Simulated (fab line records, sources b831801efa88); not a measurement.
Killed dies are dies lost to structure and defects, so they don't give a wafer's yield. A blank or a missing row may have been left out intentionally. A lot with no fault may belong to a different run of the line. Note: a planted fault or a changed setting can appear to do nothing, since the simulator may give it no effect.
A single fault, viewed from 2 desks    flow sky130    each desk has only its own numbers; what lay behind them comes last

== DESK OF THE TOOL OWNER: rie_diel-03 ==
The tool's own readings at SKY_LI_CONTACT_ETCH_14 (etches BARC in N2/H2, stops on SiO2, time 45.9 s, target depth 60 nm): means of the sampled wafers that have a number, for each lot that ran on this tool. If a lot's mean is further than 4 standard deviations from the usual mean, the lot is out of limits and carries the mark OUT (the distance appears in the brackets).
Columns: A = bias_w at SKY_LI_CONTACT_ETCH_14, usual 99.97 W; B = drypump_motor_current_A at SKY_LI_CONTACT_ETCH_14, usual 5.8 A; C = n2_flow_sccm at SKY_LI_CONTACT_ETCH_14, usual 99.98 sccm; D = oes_product_au at SKY_LI_CONTACT_ETCH_14, usual 0.854 a.u.; E = rf_fwd_power_W at SKY_LI_CONTACT_ETCH_14, usual 495.0 W; F = throttle_valve_pct at SKY_LI_CONTACT_ETCH_14, usual 13.226 %
lot   first seen here  A       B    C       D      E                F
L962  day 29 08:02     99.93   6.1  99.98   0.854  494.8            13.222
L966  day 30 22:19     100.02  6.0  100.14  0.856  495.5            13.222
L971  day 32 13:07     99.90   6.0  100.17  0.850  559.6 (+34) OUT  13.218
This desk's verdict: out of limits on L971, starting with L971 at day 32 13:07 (rf_fwd_power_W at SKY_LI_CONTACT_ETCH_14). L962, L966: within limits.

== METROLOGY DESK ==
Means of the sampled wafers that have a number, per lot and without regard to the tool the lot ran on: this is what the gauges read. If a lot's mean is further than 4 standard deviations from the usual mean, the lot is out of limits and carries the mark OUT (the distance appears in the brackets).
Columns: A = VT_ADJUST_HVTR_OVL at SKY_VT_ADJUST_HVTR_OVL_MEAS_08, usual 0.5 nm; B = SONOS_ONO_OXIDATION_THK at SKY_SONOS_ONO_THK_MEAS_01, usual 2.60 nm
lot   first seen here  A     B
L962  day 9 15:35      -2.3  2.57
L966  day 11 02:47     0.4   2.57
L965  day 11 03:44     1.8   2.60
L967  day 11 08:14     -0.0  2.60
L971  day 12 14:08     0.8   2.68
L976  day 13 22:47     -0.3  2.67
L977  day 14 04:23     -0.6  2.59
L978  day 15 02:02     0.3   2.66
L982  day 15 19:24     2.3   2.61
L983  day 15 22:23     -1.1  2.58
L984  day 16 12:44     3.4   2.56
This desk found nothing out of limits on any of the 11 lots.

== ALL TOGETHER ==
On L971, at day 32 13:07, an alarm was possible from the tool owner's desk.
Nothing out of limits was seen by the metrology desk.
The metrology desk holds a record of L971, inside its limits.
On rie_diel-03, each named lot ran SKY_LI_CONTACT_ETCH_14.

== WHAT THE SIMULATOR PUT IN ==
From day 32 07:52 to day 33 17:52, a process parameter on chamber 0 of rie_diel-03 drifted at SKY_LI_CONTACT_ETCH_14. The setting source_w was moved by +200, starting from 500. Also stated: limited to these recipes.
Shown lots that were struck: L971.
Delay in hours, fault start to first out-of-limits reading, by desk: the tool owner's desk at 5.
